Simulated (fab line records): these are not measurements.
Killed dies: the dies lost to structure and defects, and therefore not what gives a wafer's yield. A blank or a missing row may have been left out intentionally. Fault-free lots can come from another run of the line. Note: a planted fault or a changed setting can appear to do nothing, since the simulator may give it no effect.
Matching of chambers | flow gf180mcu | GF_V3_CVD_02 on pecvd-04 has 3 sister chambers
The step deposits SiO2 from TEOS, target thk 850 nm, time 94.851 s. 3 wafers are shown with their chamber, then 11 later ones without.

WAFERS, EACH WITH ITS CHAMBER
wafer  | chamber | heater-power-w (W)
L087.4 | 2       | 578
L088.5 | 0       | 633
L089.1 | 1       | 723

WAFERS MISSING THEIR CHAMBER
wafer  | heater-power-w (W)
L089.2 | 613
L089.3 | 583
L089.4 | 646
L089.5 | 643
L089.6 | 761
L090.3 | 633
L090.5 | 690
L090.6 | 657
L093.2 | 716
L093.3 | 673
L093.5 | 613

WHICH CHAMBER EACH WENT THROUGH
wafer  | from the rows above     | in truth
L089.2 | can't be placed: 0 or 2 | 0
L089.3 | can't be placed: 2 or 0 | 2
L089.4 | 0                       | 0
L089.5 | 0                       | 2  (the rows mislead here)
L089.6 | 1                       | 1
L090.3 | 0                       | 0
L090.5 | can't be placed: 1 or 0 | 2
L090.6 | can't be placed: 0 or 1 | 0
L093.2 | 1                       | 1
L093.3 | can't be placed: 0 or 1 | 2
L093.5 | can't be placed: 0 or 2 | 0
Placed correctly: 4 of 11. These rows do not allow placing 6 (true chamber among the candidates in 4). Number placed wrongly: 1.
How it was worked out, from the rows above alone: a wafer's distance from a chamber is the root of the sum, over the readings, of the square of ((its reading less the chamber's mean) divided by the reading's scatter). The wafer belongs to the nearest chamber; if the next one is less than 2 further off, it can't be placed. Each chamber's mean is taken over the wafers shown for it. The scatter (one wafer shown for each chamber): square how far every hidden wafer sits from the nearest shown wafer, average those squares and take the square root.
